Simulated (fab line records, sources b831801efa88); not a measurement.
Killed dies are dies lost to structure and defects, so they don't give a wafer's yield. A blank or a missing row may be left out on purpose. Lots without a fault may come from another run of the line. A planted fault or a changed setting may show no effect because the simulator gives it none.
fab line records | flow sky130
record lots=7 wafers=21 last_day=50
route steps=708 shown METAL3@556 PAD_OPEN@708
lots that met no fault: from a run of the same line without faults
start_h: hours from the record's first day to the start of the lot's first wafer shown | wait_h: hours since the lot's step before | " the same as in the row above | L1.1+2: a row that stands for several wafers | - no value, or no start given | * or withheld: withheld | < > ~ a bound
route shown NAME@n: a module of which the file shows steps, and the number in the route of the first | usual: mean/standard deviation of fault-free wafers | same: alike in all rows | chamber/n: place in a boat | sites: the reading at each site | _std_site: their standard deviation | _edge_site: outer sites' mean less inner sites' | radius_mm: how far each site lies from the wafer's centre | mask NAME#n: copy n | behind: the tool/chamber that last shaped the wafer | hold: why the lot was held/for how many hours/how that ended | device: the transistor (n, p or np) that didn't switch | end of line: the same wafers' tests at the end of the route | a step without rows: its recipe alone | killed: dies lost to structure and defects at the first sort, not the wafer's yield | map: a wafer's dies, x killed, . not, _ none there
set.NAME: the setting as run; set.NAME@STEP: as run at that earlier step | model.NAME: the simulator's own value behind a step, which no gauge read
lots at some steps of the route; a table a step, a row a wafer
services: from which hour (start_h, from the record's first day; less than 0 if before it) a tool's chamber was out of use, for how many hours, and why
## steps
# step SKY_METAL3_HMDS_06
# recipe prime_time_s=60 prime_temp_c=120
# step SKY_METAL3_COAT_07
# recipe resist=BARC temp_c=withheld time_s=withheld spin_rpm=3000 resist_thk_nm=60.43
# step SKY_METAL3_COAT_08
# recipe resist=KrF-thick spin_rpm=3000 resist_thk_nm=1140
# step SKY_METAL3_SOFTBAKE_09
# recipe temp_c=100 time_s=90 resist=KrF-thick
# step SKY_METAL3_EXPOSE_10
# recipe mask_id=MM3 na=0.68 source_shape=annular sigma_inner=0.4 sigma_outer=0.8 target_cd_nm=300 dose_mj=28
# step SKY_METAL3_PEB_11
# recipe peb_temp_c=withheld peb_time_s=withheld resist=KrF-thick
# step SKY_METAL3_DEVELOP_12
# recipe develop_time_s=60 resist=KrF-thick dev_temp_c=21
# step SKY_METAL3_CD_MEAS_13
# recipe target_cd_nm=300
# usual cd_nm=300.2/1.5
# columns lot.wafer tool chamber start_h wait_h cd_nm
L452.3 cd_sem-01 - 889.09 - 300.1
L452.4 " - " " 299.8
L452.5 " - " " 301.1
L454.2 cd_sem-01 - 912.67 - 299.6
L454.3 " - " " 298.3
L454.4 " - " " 299.9
L464.2 cd_sem-02 - 983.52 - 299.1
L464.5 " - " " 299.2
L464.6 " - " " 299.0
L466.1 cd_sem-01 - 990.08 - 301.1
L466.4 " - " " 302.1
L466.5 " - " " 302.8
L467.2 cd_sem-01 - 1004.17 - 302.3
L467.4 " - " " 302.6
L467.6 " - " " 301.9
L468.1 cd_sem-01 - 1011.00 - 300.0
L468.4 " - " " 301.0
L468.6 " - " " 302.2
L474.1 cd_sem-02 - 1055.65 - 299.5
L474.3 " - " " 298.0
L474.6 " - " " 298.5
# step SKY_METAL3_OVL_MEAS_14
# usual METAL3_OVL=5/4.7
# columns lot.wafer tool chamber start_h wait_h METAL3_OVL[nm]
L452.3 overlay-02 - 889.18 0.1 7
L452.4 " - " " 5
L452.5 " - " " 7
L454.2 overlay-01 - 912.77 0.1 10
L454.3 " - " " 10
L454.4 " - " " 11
L464.2 overlay-01 - 983.63 0.1 1
L464.5 " - " " 4
L464.6 " - " " 1
L466.1 overlay-01 - 990.20 0.1 2
L466.4 " - " " 6
L466.5 " - " " 1
L467.2 overlay-02 - 1004.28 0.1 5
L467.4 " - " " 9
L467.6 " - " " 6
L468.1 overlay-01 - 1011.12 0.1 4
L468.4 " - " " 5
L468.6 " - " " 1
L474.1 overlay-02 - 1055.77 0.1 7
L474.3 " - " " 8
L474.6 " - " " 3
# step SKY_METAL3_DESCUM_15
# recipe chemistry=O2 source_power_w=150 bias_power_w=0 pressure_mtorr=10 temp_c=40 time_s=8
# usual drypump_motor_current_A=5.5/0.4 oes_product_au=0.996/0.016
# same time_s=8
# columns lot.wafer tool chamber start_h wait_h drypump_motor_current_A oes_product_au rf_hours_counter_h
L452.3 rie_metal-02 1 889.22 0.0 5.4 0.985 -
L452.4 " 0 " " 5.6 0.997 -
L452.5 " 0 " " 5.5 0.994 -
L454.2 rie_metal-01 1 912.80 0.0 5.3 1.009 15
L454.3 " 0 " " 4.7 1.028 -
L454.4 " 1 " " 5.3 1.010 -
L464.2 rie_metal-02 1 983.66 0.0 5.4 0.990 10
L464.5 " 0 " " 5.5 0.989 -
L464.6 " 1 " " 5.4 0.995 -
L466.1 rie_metal-02 0 990.23 0.0 5.6 0.978 17
L466.4 " 1 " " 5.4 0.998 -
L466.5 " 0 " " 5.6 0.982 -
L467.2 rie_metal-04 0 1004.31 0.0 5.3 1.000 9
L467.4 " 1 " " 6.3 1.017 -
L467.6 " 1 " " 6.3 1.015 -
L468.1 rie_metal-02 0 1011.16 0.0 5.6 0.992 17
L468.4 " 1 " " 5.4 0.967 -
L468.6 " 0 " " 5.6 0.980 -
L474.1 rie_metal-02 0 1055.81 0.0 5.6 0.982 20
L474.3 " 1 " " 5.4 0.983 -
L474.6 " 0 " " 5.5 0.981 -
# step SKY_METAL3_ETCH_16
# recipe chemistry=N2/H2 target=BARC ion_energy_ev=200 bias_w=100 pressure_mtorr=30 n2_flow_sccm=100 h2_flow_sccm=200 icp_w=500 stop_on=SiO2 time_s=88.2 target_depth_a=600
# usual bias_w=100.01/0.27 drypump_motor_current_A=5.6/0.4 oes_product_au=0.628/0.0047 throttle_valve_pct=13.205/0.0093
# same time_s=88.2
# columns lot.wafer tool chamber start_h wait_h bias_w drypump_motor_current_A oes_product_au rf_hours_counter_h throttle_valve_pct
L452.3 rie_metal-02 1 889.27 0.0 100.56 5.5 0.628 - 13.197
L452.4 " 0 " " 99.89 5.6 0.629 - 13.212
L452.5 " 0 " " 100.08 5.6 0.622 - 13.208
L454.2 rie_metal-01 1 912.84 0.0 100.18 5.3 0.617 15 13.212
L454.3 " 0 " " 99.65 4.7 0.630 - 13.191
L454.4 " 1 " " 99.65 5.3 0.629 - 13.222
L464.2 rie_metal-02 1 983.70 0.0 99.56 5.4 0.633 10 13.196
L464.5 " 0 " " 100.11 5.6 0.635 - 13.228
L464.6 " 1 " " 100.05 5.4 0.631 - 13.192
L466.1 rie_metal-02 0 990.28 0.0 100.26 5.6 0.625 17 13.193
L466.4 " 1 " " 100.12 5.4 0.629 - 13.221
L466.5 " 0 " " 100.01 5.6 0.624 - 13.203
L467.2 rie_metal-04 0 1004.34 0.0 100.24 5.3 0.622 9 13.198
L467.4 " 1 " " 100.02 6.3 0.619 - 13.199
L467.6 " 1 " " 100.21 6.3 0.627 - 13.204
L468.1 rie_metal-02 0 1011.19 0.0 100.33 5.6 0.626 17 13.222
L468.4 " 1 " " 99.85 5.4 0.634 - 13.199
L468.6 " 0 " " 100.19 5.6 0.632 - 13.212
L474.1 rie_metal-02 0 1055.84 0.0 100.20 5.6 0.627 20 13.222
L474.3 " 1 " " 100.18 5.4 0.625 - 13.228
L474.6 " 0 " " 100.19 5.6 0.625 - 13.209
# step SKY_METAL3_ETCH_17
# recipe target=SiO2 stop_on=TiN chemistry=C4F8/O2/Ar source_w=1500 bias_w=1200 pressure_mtorr=40 c4f8_flow_sccm=withheld O2_flow_sccm=6 Ar_flow_sccm=300 time_s=3.9 target_depth_a=150
# usual bias_w=1200/3.9 oes_product_au=0.755/0.0073
# same time_s=3.9
# columns lot.wafer tool chamber start_h wait_h bias_w oes_product_au rf_hours_counter_h
L452.3 rie_diel-04 1 889.34 0.0 1203 0.750 10
L452.4 " 2 " " 1201 0.756 11
L452.5 " 2 " " 1200 0.743 -
L454.2 rie_diel-03 2 912.94 0.1 1199 0.745 7
L454.3 " 1 " " 1199 0.757 15
L454.4 " 3 " " 1206 0.753 16
L464.2 rie_diel-04 3 983.83 0.1 1193 0.758 15
L464.5 " 2 " " 1205 0.761 -
L464.6 " 3 " " 1199 0.769 -
L466.1 rie_diel-03 0 990.41 0.1 1196 0.762 23
L466.4 " 2 " " 1199 0.755 9
L466.5 " 1 " " 1202 0.756 -
L467.2 rie_diel-03 2 1004.44 0.1 1200 0.748 9
L467.4 " 3 " " 1203 0.753 18
L467.6 " 3 " " 1202 0.764 -
L468.1 rie_diel-04 3 1011.29 0.1 1202 0.751 16
L468.4 " 0 " " 1201 0.768 17
L468.6 " 1 " " 1199 0.751 -
L474.1 rie_diel-03 3 1055.94 0.1 1199 0.749 20
L474.3 " 2 " " 1203 0.758 11
L474.6 " 0 " " 1197 0.767 -
# step SKY_METAL3_METAL_ETCH_18
# recipe target_depth_a=8450 stop_on=SiO2 over_etch_frac=0.3 time_s=183.1 chemistry=Cl2/BCl3 resist_sidewall_deg=88 pressure_mtorr=10 icp_w=900 bias_w=48.5 Cl2_flow_sccm=60 bcl3_flow_sccm=30
# usual bias_w=48.52/0.15 drypump_motor_current_A=5.2/0.43 oes_product_au=0.863/0.0061 throttle_valve_pct=22.264/0.0088
# same time_s=183.1
# columns lot.wafer tool chamber start_h wait_h bias_w drypump_motor_current_A oes_product_au rf_hours_counter_h throttle_valve_pct model.KrF-thick_of_METAL3_COAT_08.thk_nm model.SiO2_of_VIA2_HDPCVD_00.thk_nm
L452.3 rie_metal-01 1 889.41 0.1 48.29 5.3 0.861 - 22.256 514.8 463.3
L452.4 " 0 " " 48.49 4.7 0.872 - 22.286 493.9 460.1
L452.5 " 1 " " 48.47 5.3 0.871 - 22.252 517.1 463.4
L454.2 rie_metal-02 0 912.95 0.0 48.49 5.6 0.871 13 22.262 532.5 466
L454.3 " 1 " " 48.23 5.4 0.866 - 22.265 531.6 465.2
L454.4 " 0 " " 48.57 5.6 0.864 - 22.275 530.2 464.6
L464.2 rie_metal-01 1 983.85 0.0 48.40 5.3 0.849 19 22.261 525.1 465.8
L464.5 " 0 " " 48.37 4.7 0.869 - 22.267 509.3 463.1
L464.6 " 1 " " 48.59 5.3 0.866 - 22.254 520.6 464.3
L466.1 rie_metal-01 1 990.43 0.0 48.40 5.3 0.863 20 22.255 531.4 462.6
L466.4 " 1 " " 48.47 5.3 0.865 - 22.258 529.4 464.5
L466.5 " 0 " " 55.15 4.7 0.861 - 22.269 491.1 457.6
L467.2 rie_metal-01 0 1004.46 0.0 55.18 4.6 0.859 15 22.263 497.2 461.9
L467.4 " 1 " " 48.42 5.3 0.859 - 22.239 530 465.2
L467.6 " 0 " " 55.30 4.6 0.856 - 22.269 491.8 462.6
L468.1 rie_metal-01 1 1011.30 0.0 48.41 5.3 0.856 21 22.274 532.4 467.6
L468.4 " 1 " " 48.52 5.3 0.863 - 22.271 535.9 464.4
L468.6 " 0 " " 54.94 4.7 0.863 - 22.248 498.8 465.7
L474.1 rie_metal-02 1 1055.96 0.0 48.62 5.4 0.865 14 22.265 537.3 462.1
L474.3 " 1 " " 48.39 5.4 0.847 - 22.258 539.3 466.4
L474.6 " 1 " " 48.43 5.4 0.864 - 22.256 539.7 466.3
# step SKY_METAL3_STRIP_19
# recipe chemistry=O2/N2 power_w=1400 pressure_mtorr=1500 platen_temp_c=withheld o2_flow_sccm=3000 n2_flow_sccm=300 overash_fraction=0.5
# usual drypump_motor_current_A=5.33/0.26 oes_product_au=0.500/0.0062 strip_time_to_endpoint_s=6.50/0.098
# columns lot.wafer tool chamber start_h wait_h drypump_motor_current_A oes_product_au rf_hours_counter_h strip_time_to_endpoint_s
L452.3 plasma_asher-02 0 889.57 0.1 5.43 0.489 - 6.41
L452.4 " 1 " " 5.23 0.491 - 6.22
L452.5 " 0 " " 5.42 0.495 - 6.45
L454.2 plasma_asher-01 0 913.13 0.1 5.56 0.506 113 6.59
L454.3 " 1 " " 4.88 0.509 - 6.60
L454.4 " 0 " " 5.57 0.496 - 6.56
L464.2 plasma_asher-02 1 984.03 0.1 5.23 0.503 88 6.52
L464.5 " 1 " " 5.24 0.494 - 6.37
L464.6 " 0 " " 5.44 0.497 - 6.46
L466.1 plasma_asher-03 0 990.60 0.1 5.67 0.502 24 6.58
L466.4 " 1 " " 5.16 0.508 - 6.58
L466.5 " 0 " " 5.66 0.489 - 6.19
L467.2 plasma_asher-01 1 1004.63 0.1 4.92 0.482 122 6.23
L467.4 " 1 " " 4.91 0.510 - 6.56
L467.6 " 0 " " 5.56 0.483 - 6.19
L468.1 plasma_asher-01 1 1011.48 0.1 4.93 0.504 122 6.61
L468.4 " 0 " " 5.57 0.509 - 6.62
L468.6 " 0 " " 5.56 0.492 - 6.26
L474.1 plasma_asher-03 1 1056.13 0.1 5.18 0.509 31 6.65
L474.3 " 1 " " 5.17 0.507 - 6.67
L474.6 " 1 " " 5.16 0.504 - 6.67
# step SKY_METAL3_STRIP_20
# recipe chemistry=post_etch_residue_remover time_s=1200 temp_c=72.5
# step SKY_PAD_OPEN_PROBE_99
# usual defect_limited_yield=82.5/2 killed_at_M0_to_M3=44/7.1 killed_at_M4_up=3.1/1.8 killed_at_contacts=24/5.3 killed_at_front_end=15/4.5 killed_at_other=0.2/0.42 killed_dies=86/9.6 killed_open=46/6.9 killed_short=40/6.4 sort_bin_3_pad_short=0.8/0.36 sort_bin_5_function=10.3/1.3 sort_bin_6_memory=6.4/1.2 sort_n_pass=406/9.6 sort_yield_pct=82.5/2
# same gross_dies=492 killed_at_back_side=0 sort_bin_4_leakage[%]=0 sort_bin_8_speed[%]=0
# columns lot.wafer tool chamber start_h wait_h defect_limited_yield[%] killed_at_M0_to_M3 killed_at_M4_up killed_at_contacts killed_at_front_end killed_at_other killed_dies killed_open killed_short sort_bin_3_pad_short[%] sort_bin_5_function[%] sort_bin_6_memory[%] sort_n_pass sort_yield_pct[%]
L464.2 prober-01 - 1142.37 0.1 83.7 41 1 21 17 0 80 41 39 1.0 9.8 5.5 412 83.7
L464.5 prober-01 - 1142.52 0.2 84.1 39 3 31 5 0 78 41 37 1.0 7.7 7.1 414 84.1
L464.6 prober-01 - 1142.57 0.2 82.3 47 4 28 8 0 87 49 38 0.4 8.9 8.3 405 82.3
# killed by level:class
L464.2 VIA2:geometric_particle:open=8 VIA1:geometric_particle:open=7 VIA3:geometric_particle:short=6 VIA3:geometric_particle:open=5 CONTACT:geometric_particle:open=5 METAL2:geometric_particle:short=5 FIELD_ISO:geometric_particle:open=4 POLY_GATE:geometric_particle:short=4
L464.5 LI_CONTACT:geometric_particle:open=11 CONTACT:geometric_particle:open=7 VIA1:geometric_particle:open=7 LOCAL_INTERCONNECT:geometric_particle:short=6 VIA2:geometric_particle:open=6 CONTACT:geometric_particle:short=5 VIA1:geometric_particle:short=5 METAL3:geometric_particle:short=5
L464.6 CONTACT:geometric_particle:open=12 VIA2:geometric_particle:open=9 VIA1:geometric_particle:open=8 LI_CONTACT:geometric_particle:open=6 LOCAL_INTERCONNECT:geometric_particle:short=6 METAL2:geometric_particle:short=6 METAL1:geometric_particle:short=5 VIA1:geometric_particle:short=4
## services
# columns tool chamber start_h hours kind
rie_diel-03 0 871.30 28.3 repair
rie_metal-04 1 872.64 - clean
rie_metal-04 1 872.64 22.8 scheduled_down
rie_metal-04 1 872.64 22.8 vent_cycle
rie_metal-02 - 948.85 1.1 repair
plasma_asher-01 - 955.31 0.6 repair
rie_diel-04 2 958.68 7.9 repair
rie_diel-03 - 971.89 2.3 repair
rie_diel-03 0 975.54 5.0 repair
rie_metal-04 - 975.93 14.6 pm
plasma_asher-01 - 981.52 5.5 repair
rie_diel-03 - 991.72 2.8 pm
rie_diel-03 0 1010.08 10.3 repair
rie_metal-04 0 1053.67 6.0 repair
rie_diel-03 1 1053.82 5.6 repair
plasma_asher-01 - 1055.25 9.0 pm
plasma_asher-01 0 1055.25 9.0 vent_cycle
plasma_asher-01 1 1055.25 9.0 vent_cycle
## key
first_sign step=SKY_METAL3_METAL_ETCH_18 reading=bias_w direction=up sigmas=45 usual=48.52 struck=55.14
effect step=SKY_METAL3_STRIP_19 reading=strip_time_to_endpoint_s direction=down sigmas=2.8 usual=* struck=*
model_effect step=SKY_METAL3_METAL_ETCH_18 value=KrF-thick_of_METAL3_COAT_08.thk_nm without=526.2 struck=494.7
met_at SKY_METAL3_METAL_ETCH_18
struck_wafers L466.5,L467.2,L467.6,L468.6
onset_between 983.85 990.43
fault kind=process_parameter_drift tool=rie_metal-01 chamber=0 onset_h=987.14 steps=SKY_METAL3_METAL_ETCH_18 channel=bias_w offset=6.6729 shape=step end_h=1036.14 acts_in=these_recipes_only stated=48.5
